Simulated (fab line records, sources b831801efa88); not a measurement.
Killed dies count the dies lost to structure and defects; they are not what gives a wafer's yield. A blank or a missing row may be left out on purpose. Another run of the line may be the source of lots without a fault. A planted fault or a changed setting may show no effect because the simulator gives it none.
fab line records | flow sky130
record lots=5 | wafers=15 | lastDay=50
route steps=708 shown SD_P@359 RES_XHIGH@360 SALICIDE@361 LI_CONTACT@362 PAD_OPEN@708
lots that met no fault: from a run of the same line without faults
startH: hours from the record's opening day to when the first of the lot's shown wafers began | waitH: hours since the lot's step before | " the same as in the row above | L1.1+2: a row that stands for several wafers | - value missing, or start not given | * or withheld: withheld | < > ~ a bound
route shown NAME@n: NAME is a module with steps in the file, n the number in the route of the first one | usual: mean and standard deviation over wafers with no fault | same: alike in all rows | chamber/n: place in a boat | sites: readings site by site | _std_site: their standard deviation | _edge_site: outer sites' mean less inner sites' | radiusMm: for every site, how far away it sits from the centre of the wafer | mask NAME#n: copy n | behind: the tool/chamber that last shaped the wafer | hold: what put the lot on hold/how long, in hours/how the hold closed | device: whichever transistor did not switch (one of n, p or np) | end of line: the tests these same wafers got at the end of their route | where a step has no rows: the recipe by itself | killed: count of dies lost to structure and defects at first sort (not the wafer's yield) | map: per-die view of a wafer (x killed, . not killed, _ where there is no die)
set.NAME: the run value of the setting; set.NAME@STEP: its run value at that earlier step | model.NAME: the simulator's own value behind a step, which no gauge read
lots seen at some steps along the route; tables by step, rows by wafer
services: from which hour (startH, from the record's first day; less than 0 if before it) a tool's chamber was out of use, for how many hours, and why
## steps
# step SKY_SD_N_RS_MEAS_17
# recipe thkMeasGauge=four-point-probe
# usual SD_P_RS=146.9/0.41
lot.wafer | tool         | chamber | startH | waitH | SD_P_RS[ohm/sq]
L320.1    | filmMetro-04 | -       | 679.42 | 0.1   | 147.2
L320.3    | "            | -       | "      | "     | 146.7
L320.6    | "            | -       | "      | "     | 146.9
L324.1    | filmMetro-02 | -       | 716.62 | 0.1   | 146.8
L324.3    | "            | -       | "      | "     | 147.0
L324.5    | "            | -       | "      | "     | 146.7
L328.1    | filmMetro-02 | -       | 747.92 | 0.1   | 146.4
L328.2    | "            | -       | "      | "     | 147.0
L328.3    | "            | -       | "      | "     | 146.8
L337.2    | filmMetro-04 | -       | 816.34 | 0.1   | 147.1
L337.3    | "            | -       | "      | "     | 146.9
L337.6    | "            | -       | "      | "     | 146.6
L338.2    | filmMetro-01 | -       | 819.59 | 0.1   | 147.3
L338.5    | "            | -       | "      | "     | 147.0
L338.6    | "            | -       | "      | "     | 147.6
# step SKY_SD_N_RS_MEAS_18
# recipe thkMeasGauge=four-point-probe
# usual RES_XHIGH_RS=333.3/1.2
lot.wafer | tool         | chamber | startH | waitH | RES_XHIGH_RS[ohm/sq]
L320.1    | filmMetro-04 | -       | 679.54 | 0.1   | 333.5
L320.3    | "            | -       | "      | "     | 333.1
L320.6    | "            | -       | "      | "     | 333.6
L324.1    | filmMetro-02 | -       | 716.74 | 0.1   | 334.2
L324.3    | "            | -       | "      | "     | 335.0
L324.5    | "            | -       | "      | "     | 335.4
L328.1    | filmMetro-02 | -       | 748.04 | 0.1   | 331.5
L328.2    | "            | -       | "      | "     | 331.6
L328.3    | "            | -       | "      | "     | 330.3
L337.2    | filmMetro-04 | -       | 816.46 | 0.1   | 332.4
L337.3    | "            | -       | "      | "     | 331.6
L337.6    | "            | -       | "      | "     | 333.4
L338.2    | filmMetro-01 | -       | 819.71 | 0.1   | 331.0
L338.5    | "            | -       | "      | "     | 331.3
L338.6    | "            | -       | "      | "     | 332.1
# step SKY_SALICIDE_CLEAN_00
# recipe chemistry=HF-last | timeS=30 | dilution=100:1 | dry=ipaMarangoni
# step SKY_LI_CONTACT_HDPCVD_00
# recipe material=PSG | targetThkNm=930 | sigmaOpenFrac=0.3 | timeS=155 | tempC=600 | sih4FlowSccm=60 | pressureMtorr=6
# step SKY_LI_CONTACT_THK_MEAS_01
# recipe reads=PSG_of_LI_CONTACT_HDPCVD_00
# usual LI_CONTACT_HDPCVD_THK=925/8
lot.wafer | tool         | chamber | startH | waitH | LI_CONTACT_HDPCVD_THK[nm]
L320.1    | filmMetro-02 | -       | 679.80 | 0.1   | 922
L320.3    | "            | -       | "      | "     | 919
L320.6    | "            | -       | "      | "     | 928
L324.1    | filmMetro-02 | -       | 717.03 | 0.1   | 932
L324.3    | "            | -       | "      | "     | 917
L324.5    | "            | -       | "      | "     | 919
L328.1    | filmMetro-04 | -       | 748.28 | 0.1   | 927
L328.2    | "            | -       | "      | "     | 932
L328.3    | "            | -       | "      | "     | 926
L337.2    | filmMetro-01 | -       | 816.69 | 0.1   | 926
L337.3    | "            | -       | "      | "     | 919
L337.6    | "            | -       | "      | "     | 924
L338.2    | filmMetro-02 | -       | 819.94 | 0.1   | 908
L338.5    | "            | -       | "      | "     | 921
L338.6    | "            | -       | "      | "     | 914
# step SKY_LI_CONTACT_CMP_02
# recipe material=PSG | downForcePsi=4 | platenRpm=60 | padVelocityMS=0.94248
# usual motorCurrentA=11.4/1.2 | retainingRingPressureFrac=1.000/0.005 | timeToEndpointS=31.5/2.8
lot.wafer | tool   | chamber | startH | waitH | motorCurrentA | retainingRingPressureFrac | timeToEndpointS
L320.1    | cmp-02 | 2       | 679.86 | 0.1   | 10.4          | 0.998                     | 31.5
L320.3    | "      | 3       | "      | "     | 11.4          | 0.997                     | 31.7
L320.6    | "      | 3       | "      | "     | 11.7          | 0.995                     | 32.9
L324.3    | cmp-01 | 3       | 717.09 | 0.0   | 13.3          | 1.008                     | 29.1
L324.1    | "      | 0       | "      | "     | 10.8          | 1.007                     | 31.8
L324.5    | "      | 0       | "      | "     | 10.8          | 0.994                     | 32.0
L328.3    | cmp-02 | 3       | 748.39 | 0.1   | 11.6          | 1.000                     | 31.5
L328.1    | "      | 0       | "      | "     | 11.3          | 0.997                     | 34.5
L328.2    | "      | 1       | "      | "     | 11.4          | 1.004                     | 33.3
L337.2    | cmp-01 | 1       | 816.79 | 0.1   | 13.2          | 0.998                     | 30.8
L337.3    | "      | 3       | "      | "     | 13.3          | 1.003                     | 29.1
L337.6    | "      | 1       | "      | "     | 14.0          | 1.001                     | 30.9
L338.2    | cmp-01 | 2       | 819.99 | 0.0   | 10.6          | 1.000                     | 31.6
L338.6    | "      | 2       | "      | "     | 10.6          | 1.004                     | 29.6
L338.5    | "      | 3       | "      | "     | 13.4          | 0.997                     | 27.2
# step SKY_LI_CONTACT_BOW_MEAS_03
# recipe mode=bow
# usual LI_CONTACT_BOW=56/6.5
lot.wafer | tool         | chamber | startH | waitH | LI_CONTACT_BOW[um]
L320.1    | filmMetro-02 | -       | 680.16 | 0.2   | 61
L320.3    | "            | -       | "      | "     | 58
L320.6    | "            | -       | "      | "     | 53
L324.1    | filmMetro-04 | -       | 717.39 | 0.2   | 56
L324.3    | "            | -       | "      | "     | 67
L324.5    | "            | -       | "      | "     | 60
L328.1    | filmMetro-04 | -       | 748.64 | 0.1   | 58
L328.2    | "            | -       | "      | "     | 58
L328.3    | "            | -       | "      | "     | 52
L337.2    | filmMetro-02 | -       | 817.06 | 0.2   | 41
L337.3    | "            | -       | "      | "     | 53
L337.6    | "            | -       | "      | "     | 42
L338.2    | filmMetro-04 | -       | 820.31 | 0.3   | 51
L338.5    | "            | -       | "      | "     | 57
L338.6    | "            | -       | "      | "     | 53
# step SKY_LI_CONTACT_DEHYDRATE_04
# recipe tempC=200 | timeS=60
# step SKY_LI_CONTACT_HMDS_05
# recipe primeTimeS=60 | primeTempC=120
# step SKY_LI_CONTACT_COAT_06
# recipe resist=BARC | tempC=withheld | timeS=withheld | spinRpm=3000 | resistThkNm=60
# step SKY_LI_CONTACT_COAT_07
# recipe resist=KrF-thick | spinRpm=3000 | resistThkNm=450
# step SKY_LI_CONTACT_SOFTBAKE_08
# recipe tempC=100 | timeS=90 | resist=KrF-thick
# step SKY_LI_CONTACT_EXPOSE_09
# recipe maskId=LICM1 | na=0.8 | sourceShape=annular | sigmaInner=0.55 | sigmaOuter=0.85 | targetCdNm=170 | doseMj=38
# usual exposureDoseMJCm2=37.93/0.04 | reticleTempC=23.02/0.1
# same sigmaOuter=0.85
lot.wafer | tool          | chamber | startH | waitH | mask       | exposureDoseMJCm2 | reticleTempC
L320.1    | krfScanner-01 | 0       | 694.59 | -     | LICM1#0    | 37.95             | 23.00
L320.3    | "             | 0       | "      | "     | LICM1#0    | 37.95             | 23.11
L320.6    | "             | 0       | "      | "     | LICM1#0    | 37.89             | 22.89
L324.1    | krfScanner-02 | 0       | 731.96 | -     | LICM1#0    | 37.92             | 23.17
L324.3    | "             | 0       | "      | "     | LICM1#0    | 37.88             | 22.95
L324.5    | "             | 0       | "      | "     | LICM1#0    | 37.91             | 23.10
L328.1    | krfScanner-02 | 0       | 762.56 | -     | LICM1_R1#0 | 37.84             | 22.96
L328.2    | "             | 0       | "      | "     | LICM1_R1#0 | 37.90             | 22.95
L328.3    | "             | 0       | "      | "     | LICM1_R1#0 | 37.91             | 22.92
L337.2    | krfScanner-02 | 0       | 829.83 | -     | LICM1#0    | 37.93             | 22.96
L337.3    | "             | 0       | "      | "     | LICM1#0    | 37.99             | 23.15
L337.6    | "             | 0       | "      | "     | LICM1#0    | 37.93             | 23.12
L338.2    | krfScanner-02 | 0       | 833.26 | -     | LICM1#0    | 37.94             | 22.99
L338.5    | "             | 0       | "      | "     | LICM1#0    | 37.91             | 22.91
L338.6    | "             | 0       | "      | "     | LICM1#0    | 37.93             | 22.79
# step SKY_LI_CONTACT_PEB_10
# recipe pebTempC=withheld | pebTimeS=withheld | resist=KrF-thick
# step SKY_LI_CONTACT_DEVELOP_11
# recipe developTimeS=60 | resist=KrF-thick | devTempC=21
# step SKY_LI_CONTACT_CD_MEAS_12
# recipe targetCdNm=170
# usual cdNm=170.0/1.5
lot.wafer | tool     | chamber | startH | waitH | cdNm
L320.1    | cdSem-02 | -       | 708.61 | -     | 170.1
L320.3    | "        | -       | "      | "     | 171.4
L320.6    | "        | -       | "      | "     | 171.9
L324.1    | cdSem-02 | -       | 745.16 | -     | 169.4
L324.3    | "        | -       | "      | "     | 168.4
L324.5    | "        | -       | "      | "     | 167.8
L328.1    | cdSem-02 | -       | 775.11 | -     | 136.6
L328.2    | "        | -       | "      | "     | 135.4
L328.3    | "        | -       | "      | "     | 136.7
L337.2    | cdSem-01 | -       | 843.70 | -     | 173.9
L337.3    | "        | -       | "      | "     | 172.2
L337.6    | "        | -       | "      | "     | 173.2
L338.2    | cdSem-01 | -       | 846.53 | -     | 169.2
L338.5    | "        | -       | "      | "     | 170.0
L338.6    | "        | -       | "      | "     | 168.7
# step SKY_LI_CONTACT_OVL_MEAS_13
# usual LI_CONTACT_OVL=-2/6
lot.wafer | tool       | chamber | startH | waitH | LI_CONTACT_OVL[nm]
L320.1    | overlay-01 | -       | 708.73 | 0.1   | 8
L320.3    | "          | -       | "      | "     | 3
L320.6    | "          | -       | "      | "     | 7
L324.1    | overlay-02 | -       | 745.28 | 0.1   | -4
L324.3    | "          | -       | "      | "     | -7
L324.5    | "          | -       | "      | "     | -9
L328.1    | overlay-02 | -       | 775.23 | 0.1   | -8
L328.2    | "          | -       | "      | "     | -13
L328.3    | "          | -       | "      | "     | -1
L337.2    | overlay-01 | -       | 843.81 | 0.1   | -10
L337.3    | "          | -       | "      | "     | 6
L337.6    | "          | -       | "      | "     | -4
L338.2    | overlay-02 | -       | 846.64 | 0.1   | 10
L338.5    | "          | -       | "      | "     | 7
L338.6    | "          | -       | "      | "     | 11
# step SKY_LI_CONTACT_ETCH_14
# recipe chemistry=N2/H2 | target=BARC | ionEnergyEv=200 | sourceW=500 | biasW=100 | pressureMtorr=30 | n2FlowSccm=100 | h2FlowSccm=200 | stopOn=SiO2 | timeS=45.9 | targetDepthA=600
# usual drypumpMotorCurrentA=5.6/0.48 | oesProductAu=0.855/0.005 | throttleValvePct=13.225/0.01
lot.wafer | tool       | chamber | startH | waitH | drypumpMotorCurrentA | oesProductAu | rfHoursCounterH | throttleValvePct | model.LI_CONTACT.cdNm
L320.1    | rieDiel-03 | 0       | 708.76 | 0.0   | 6.2                  | 0.852        | 54              | 13.217           | 170.9
L320.3    | "          | 1       | "      | "     | 4.8                  | 0.856        | 15              | 13.236           | 171.8
L320.6    | "          | 1       | "      | "     | 4.8                  | 0.858        | -               | 13.236           | 172.4
L324.1    | rieDiel-03 | 2       | 745.31 | 0.0   | 6.1                  | 0.858        | 5               | 13.242           | 169.6
L324.3    | "          | 3       | "      | "     | 5.4                  | 0.859        | 3               | 13.238           | 168.4
L324.5    | "          | 1       | "      | "     | 4.8                  | 0.861        | -               | 13.225           | 168.2
L328.1    | rieDiel-03 | 2       | 775.26 | 0.0   | 6.1                  | 0.851        | 6               | 13.215           | 136.4
L328.2    | "          | 0       | "      | "     | 6.2                  | 0.860        | 1               | 13.227           | 135.8
L328.3    | "          | 1       | "      | "     | 4.9                  | 0.856        | 17              | 13.221           | 136.1
L337.2    | rieDiel-03 | 3       | 843.84 | 0.0   | 5.4                  | 0.853        | 6               | 13.210           | 173.4
L337.3    | "          | 2       | "      | "     | 6.1                  | 0.853        | 8               | 13.240           | 172.7
L337.6    | "          | 0       | "      | "     | 6.2                  | 0.851        | -               | 13.227           | 174
L338.2    | rieDiel-02 | 2       | 846.67 | 0.0   | 5.6                  | 0.865        | 21              | 13.211           | 169.4
L338.5    | "          | 0       | "      | "     | 5.9                  | 0.853        | -               | 13.220           | 170.2
L338.6    | "          | 3       | "      | "     | 5.0                  | 0.854        | -               | 13.214           | 168.7
# step SKY_LI_CONTACT_ETCH_15
# recipe target=PSG | chemistry=C4F8/O2/Ar | stopOn=Si | taperDeg=4.15 | maskMaterial=KrF-thick | sourceW=1500 | biasW=1200 | pressureMtorr=40 | c4f8FlowSccm=withheld | O2_flow_sccm=6 | Ar_flow_sccm=300 | timeS=withheld | targetDepthA=6000
# usual oesProductAu=0.837/0.0047
lot.wafer | tool       | chamber | startH | waitH | oesProductAu | model.LI_CONTACT.cdNm
L320.1    | rieDiel-03 | 0       | 708.81 | 0.0   | 0.835        | 171.4
L320.3    | "          | 1       | "      | "     | 0.836        | 172.3
L320.6    | "          | 1       | "      | "     | 0.838        | 172.6
L324.1    | rieDiel-03 | 2       | 745.36 | 0.0   | 0.846        | 169.9
L324.3    | "          | 3       | "      | "     | 0.843        | 169.3
L324.5    | "          | 1       | "      | "     | 0.836        | 168.6
L328.1    | rieDiel-03 | 2       | 775.31 | 0.0   | 0.837        | 136.7
L328.2    | "          | 0       | "      | "     | 0.836        | 136
L328.3    | "          | 1       | "      | "     | 0.835        | 136.6
L337.2    | rieDiel-03 | 3       | 843.88 | 0.0   | 0.830        | 174
L337.3    | "          | 2       | "      | "     | 0.838        | 172.9
L337.6    | "          | 0       | "      | "     | 0.833        | 174.7
L338.2    | rieDiel-02 | 2       | 846.71 | 0.0   | 0.834        | 169.1
L338.5    | "          | 0       | "      | "     | 0.831        | 169.7
L338.6    | "          | 3       | "      | "     | 0.837        | 169.5
# step SKY_LI_CONTACT_STRIP_16
# recipe chemistry=O2/N2 | powerW=1400 | pressureMtorr=1500 | platenTempC=withheld | o2FlowSccm=3000 | n2FlowSccm=300 | overashFraction=0.5
# usual drypumpMotorCurrentA=5.6/0.58 | oesProductAu=0.375/0.0043 | stripTimeToEndpointS=3.50/0.034
# same overashFraction=0.5
lot.wafer | tool           | chamber | startH | waitH | drypumpMotorCurrentA | oesProductAu | rfHoursCounterH | stripTimeToEndpointS
L320.1    | plasmaAsher-02 | 1       | 708.89 | -     | 6.4                  | 0.379        | 104             | 3.51
L320.3    | "              | 0       | "      | "     | 5.8                  | 0.371        | -               | 3.50
L320.6    | "              | 0       | "      | "     | 5.8                  | 0.372        | -               | 3.52
L324.1    | plasmaAsher-03 | 0       | 745.44 | -     | 6.0                  | 0.381        | 96              | 3.48
L324.3    | "              | 0       | "      | "     | 6.0                  | 0.375        | -               | 3.52
L324.5    | "              | 1       | "      | "     | 6.0                  | 0.373        | -               | 3.56
L328.1    | plasmaAsher-01 | 0       | 775.39 | -     | 4.8                  | 0.369        | 25              | 3.47
L328.2    | "              | 1       | "      | "     | 5.0                  | 0.377        | 25              | 3.49
L328.3    | "              | 0       | "      | "     | 4.8                  | 0.376        | -               | 3.50
L337.2    | plasmaAsher-03 | 1       | 843.96 | -     | 6.0                  | 0.376        | 106             | 3.53
L337.3    | "              | 1       | "      | "     | 6.1                  | 0.369        | -               | 3.47
L337.6    | "              | 0       | "      | "     | 6.0                  | 0.375        | -               | 3.52
L338.2    | plasmaAsher-03 | 0       | 846.80 | -     | 6.0                  | 0.369        | 106             | 3.42
L338.5    | "              | 1       | "      | "     | 6.1                  | 0.370        | -               | 3.46
L338.6    | "              | 0       | "      | "     | 6.0                  | 0.378        | -               | 3.46
# step SKY_PAD_OPEN_PROBE_99
# usual killed_at_M0_to_M3=42/7.6 | killed_at_M4_up=3.4/2 | killedAtContacts=24/5.9 | killedAtFrontEnd=16/4.5 | killedAtOther=0.4/0.58 | killedDies=86/10 | killedOnRim=17/4.2 | killedOpen=47/7.6 | killedShort=39/6.7
# same grossDies=492 | killedAtBackSide=0
lot.wafer | tool      | chamber | startH  | waitH | killed_at_M0_to_M3 | killed_at_M4_up | killedAtContacts | killedAtFrontEnd | killedAtOther | killedDies | killedOnRim | killedOpen | killedShort
L320.1    | prober-02 | -       | 1102.68 | 0.1   | 41                 | 2               | 16               | 17               | 0             | 76         | 13          | 46         | 29
L320.3    | prober-02 | -       | 1102.78 | 0.2   | 57                 | 4               | 30               | 11               | 0             | 102        | 16          | 47         | 55
L320.6    | prober-02 | -       | 1102.93 | 0.2   | 33                 | 0               | 23               | 16               | 0             | 72         | 16          | 43         | 29
L324.1    | prober-02 | -       | 1130.08 | 0.1   | 64                 | 0               | 21               | 18               | 1             | 104        | 31          | 55         | 49
L324.3    | prober-02 | -       | 1130.18 | 0.2   | 39                 | 4               | 31               | 17               | 1             | 92         | 16          | 55         | 36
L324.5    | prober-02 | -       | 1130.28 | 0.2   | 34                 | 4               | 21               | 6                | 2             | 67         | 15          | 38         | 27
L328.1    | prober-02 | -       | 1149.29 | 0.1   | 46                 | 3               | 322              | 13               | 1             | 385        | 64          | 59         | 32
L328.2    | prober-02 | -       | 1149.34 | 0.1   | 34                 | 2               | 344              | 20               | 0             | 400        | 67          | 49         | 32
L328.3    | prober-02 | -       | 1149.39 | 0.2   | 49                 | 5               | 316              | 14               | 0             | 384        | 60          | 49         | 46
L337.2    | prober-02 | -       | 1193.63 | 0.1   | 48                 | 0               | 28               | 12               | 0             | 88         | 13          | 47         | 41
L337.3    | prober-02 | -       | 1193.68 | 0.2   | 51                 | 5               | 17               | 16               | 0             | 89         | 21          | 44         | 45
L337.6    | prober-02 | -       | 1193.83 | 0.2   | 40                 | 5               | 22               | 22               | 0             | 89         | 17          | 49         | 40
L338.2    | prober-02 | -       | 1195.68 | 0.1   | 26                 | 4               | 14               | 17               | 1             | 62         | 11          | 31         | 31
L338.5    | prober-02 | -       | 1195.83 | 0.2   | 48                 | 2               | 31               | 10               | 1             | 92         | 24          | 50         | 41
L338.6    | prober-02 | -       | 1195.88 | 0.2   | 30                 | 6               | 32               | 13               | 0             | 81         | 15          | 42         | 39
# killed by level:class
L320.1 VIA1:geometricParticle:open=10 VIA2:geometricParticle:open=7 VIA3:geometricParticle:open=6 CONTACT:geometricParticle:open=5 METAL2:geometricParticle:short=5 LI_CONTACT:geometricParticle:open=4 METAL1:geometricParticle:short=4 FIELD_ISO:geometricParticle:short=3
L320.3 VIA1:geometricParticle:open=17 VIA1:geometricParticle:short=10 LI_CONTACT:geometricParticle:short=7 LOCAL_INTERCONNECT:geometricParticle:short=7 CONTACT:geometricParticle:short=6 VIA2:geometricParticle:open=6 VIA3:geometricParticle:open=5 FIELD_ISO:geometricParticle:short=4
L320.6 CONTACT:geometricParticle:open=10 VIA1:geometricParticle:open=10 FIELD_ISO:geometricParticle:open=6 LI_CONTACT:geometricParticle:open=6 FIELD_ISO:geometricParticle:short=5 METAL2:geometricParticle:short=5 VIA3:geometricParticle:open=5 LOCAL_INTERCONNECT:geometricParticle:short=4
L324.1 VIA1:geometricParticle:open=15 METAL2:geometricParticle:short=8 VIA3:geometricParticle:open=8 LI_CONTACT:geometricParticle:open=7 CONTACT:geometricParticle:open=7 VIA2:geometricParticle:open=7 FIELD_ISO:geometricParticle:short=6 VIA3:geometricParticle:short=6
L324.3 CONTACT:geometricParticle:open=16 VIA1:geometricParticle:open=11 VIA3:geometricParticle:open=8 POLY_GATE:geometricParticle:open=6 LOCAL_INTERCONNECT:geometricParticle:short=5 CONTACT:geometricParticle:short=5 VIA2:geometricParticle:open=5 FIELD_ISO:geometricParticle:short=4
L324.5 VIA1:geometricParticle:open=9 LI_CONTACT:geometricParticle:open=7 CONTACT:geometricParticle:open=7 VIA2:geometricParticle:open=6 METAL2:geometricParticle:short=4 VIA1:geometricParticle:short=3 CONTACT:geometricParticle:short=3 METAL4:geometricParticle:short=3
L328.1 LI_CONTACT:areaExpose=294 VIA1:geometricParticle:open=14 CONTACT:geometricParticle:open=10 VIA2:geometricParticle:open=8 LI_CONTACT:geometricParticle:open=6 VIA1:geometricParticle:short=5 VIA3:geometricParticle:short=5 POLY_GATE:geometricParticle:open=4
L328.2 LI_CONTACT:areaExpose=319 LI_CONTACT:geometricParticle:open=10 CONTACT:geometricParticle:open=10 VIA1:geometricParticle:open=7 VIA3:geometricParticle:open=6 FIELD_ISO:geometricParticle:short=5 POLY_GATE:geometricParticle:short=5 VIA1:geometricParticle:short=5
L328.3 LI_CONTACT:areaExpose=289 VIA1:geometricParticle:open=10 CONTACT:geometricParticle:open=10 METAL2:geometricParticle:short=10 VIA3:geometricParticle:open=7 VIA2:geometricParticle:open=7 LI_CONTACT:geometricParticle:open=6 FIELD_ISO:geometricParticle:short=4
L337.2 LI_CONTACT:geometricParticle:open=12 VIA1:geometricParticle:open=11 METAL1:geometricParticle:short=11 VIA3:geometricParticle:open=8 LOCAL_INTERCONNECT:geometricParticle:short=5 VIA1:geometricParticle:short=5 FIELD_ISO:geometricParticle:open=4 POLY_GATE:geometricParticle:short=4
L337.3 CONTACT:geometricParticle:open=11 VIA1:geometricParticle:open=10 VIA3:geometricParticle:open=9 FIELD_ISO:geometricParticle:short=7 METAL1:geometricParticle:short=7 METAL2:geometricParticle:short=7 VIA1:geometricParticle:short=4 VIA3:geometricParticle:short=4
L337.6 VIA1:geometricParticle:open=11 LI_CONTACT:geometricParticle:open=10 METAL1:geometricParticle:short=9 FIELD_ISO:geometricParticle:short=7 VIA3:geometricParticle:open=7 CONTACT:geometricParticle:open=6 METAL2:geometricParticle:short=6 POLY_GATE:geometricParticle:open=5
L338.2 LI_CONTACT:geometricParticle:open=8 METAL1:geometricParticle:short=5 FIELD_ISO:geometricParticle:short=4 POLY_GATE:geometricParticle:short=4 POLY_GATE:geometricParticle:open=4 VIA3:geometricParticle:open=4 METAL4:geometricParticle:short=4 CONTACT:geometricParticle:open=3
L338.5 VIA3:geometricParticle:open=10 CONTACT:geometricParticle:open=9 LI_CONTACT:geometricParticle:open=8 METAL1:geometricParticle:short=8 VIA1:geometricParticle:open=7 CONTACT:geometricParticle:short=6 LOCAL_INTERCONNECT:geometricParticle:short=6 VIA2:geometricParticle:open=5
L338.6 CONTACT:geometricParticle:short=9 LI_CONTACT:geometricParticle:open=8 POLY_GATE:geometricParticle:open=7 CONTACT:geometricParticle:open=7 VIA3:geometricParticle:open=6 LOCAL_INTERCONNECT:geometricParticle:short=6 METAL1:geometricParticle:short=6 METAL4:geometricParticle:short=4
# map L328.2 (x killed, . not)
__________x.xx.xxxxx_________
________.xxxxxxxxxxxxx_______
______x.x.xxxx.xx.xxxxxx_____
_____x..x..xx.xxxxxxxxxxx____
____xxxx.xxxxxxxxxxxxxxxxx___
___....x..xx.xxxxxxxxxxxxxx__
__.xxx.xxxxxxxxxxxxxxxxxxxxx_
_.xxxxx.xxxxxxxxxxxxxxxxxxxxx
_x...xx..xxxxxxxxxxxxxxxxxxxx
_.xx.xxxxxxxxxxxxxxxxxxxxxxxx
_..xx.xxxxxxxxxxxxxxxxxxxxxxx
_x...xxxxxxxxxxxxxxxxxxxxx..x
_x.xx.xxxxx.xxxxxxxxxxxxxxxxx
_.x..xxxx.xxxx.xxxxxxxxxxxxxx
_x...x.x.xxxxxxxxxxxxxxxxxxxx
__.....x..xx.xxx.xxxxxxxxxxx_
___.xxx.x.x.x.xxxxxxx.xxxxx__
____....x...xxxxxxxxxxxxxx___
_____.....x.xxxxxxxxxxxxx____
______..xx.xxx.xxxxxx.xx_____
________..xxx.xxxxxxxx_______
__________...xx.xxxx_________
# map L324.1 (x killed, . not)
__________xxx.xx..x._________
________x.x..x.xx..xx._______
______..x...x.........x._____
_____.x.x.......x...xx.x.____
____.x.x..........x....x..___
___x..x....xx.......xx..x..__
__..........x..............x_
_......x.x..........x..x...x.
_...........x.x.x...x....x...
_x.......x.x............x....
_..x.x.............xx.x..x...
_...x.x...x.xx..x......x...x.
_....x..xxx.x.x..............
_.........x.x......x.xx.....x
_...x........x.......x.x.....
__.............x...x......x._
___x.....x....xx.....x.x.x.__
____...x..x......x.......x___
_____....x...............____
______x................._____
________....xx..x..xx._______
__________xx....x..x_________
## services
tool          | chamber | startH | hours | kind
rieDiel-03    | 3       | 675.16 | 3.0   | repair
krfScanner-02 | -       | 675.47 | 0.5   | repair
rieDiel-02    | 2       | 675.86 | 6.9   | repair
rieDiel-02    | 3       | 681.17 | 4.6   | repair
cmp-02        | -       | 696.44 | 7.1   | pm
rieDiel-03    | 3       | 707.58 | 2.6   | repair
rieDiel-02    | 3       | 711.01 | 4.6   | repair
rieDiel-02    | 1       | 718.12 | 8.8   | repair
rieDiel-03    | 0       | 730.06 | 8.3   | repair
krfScanner-02 | -       | 733.97 | 0.8   | pm
cmp-01        | -       | 737.72 | 2.1   | repair
cmp-02        | -       | 744.26 | 4.0   | pm
cmp-02        | -       | 764.95 | 0.5   | repair
rieDiel-02    | 1       | 767.06 | 15.1  | repair
rieDiel-03    | 1       | 776.83 | 6.7   | repair
krfScanner-02 | -       | 782.73 | 1.0   | pm
krfScanner-02 | -       | 788.07 | 0.6   | repair
cmp-01        | -       | 788.44 | 1.6   | repair
krfScanner-02 | -       | 799.14 | 1.3   | pm
cmp-02        | -       | 799.31 | 1.3   | repair
rieDiel-02    | 3       | 810.92 | 4.6   | repair
rieDiel-02    | -       | 817.94 | 2.8   | pm
rieDiel-02    | 3       | 831.85 | 5.9   | repair
krfScanner-02 | -       | 843.81 | 2.2   | repair
## key
firstSign step=SKY_LI_CONTACT_EXPOSE_09 | reading=mask | direction=changed
effect step=SKY_LI_CONTACT_CD_MEAS_12 | reading=cdNm | direction=down | sigmas=23 | usual=170.0 | struck=136.2
effect step=SKY_PAD_OPEN_PROBE_99 | reading=killedAtContacts | direction=up | sigmas=51 | usual=24 | struck=327
modelEffect step=SKY_LI_CONTACT_ETCH_14 | value=LI_CONTACT.cdNm | without=170.1 | struck=136.1
modelEffect step=SKY_LI_CONTACT_ETCH_15 | value=LI_CONTACT.cdNm | without=170.4 | struck=136.4
moreKillsBornAt SKY_LI_CONTACT_EXPOSE_09@krfScanner-02=902
metAt SKY_LI_CONTACT_EXPOSE_09
struckWafers L328.1,L328.2,L328.3
laterRowsLeftOut L328.1,L328.2,L328.3
testerLeftOut L328
onsetBetween 731.96 762.56
fault kind=wrongMask | tool=any | chamber=- | onsetH=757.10 | steps=SKY_LI_CONTACT_EXPOSE_09 | auxCopy=LICM1_R1#0 | cdOffsetNm=-34 | scope=struckLotsOnly
# testerLeftOut: of these lots the tester's yield and bins aren't shown, on N5 and GAA mostly nor the transistor test; their killed dies are dies lost to structure and defects alone, not to doping, threshold or leakage, so they don't give the yield
# laterRowsLeftOut: the simulator's readings of these wafers behind a module that went badly wrong aren't trusted and aren't shown, but for the sort
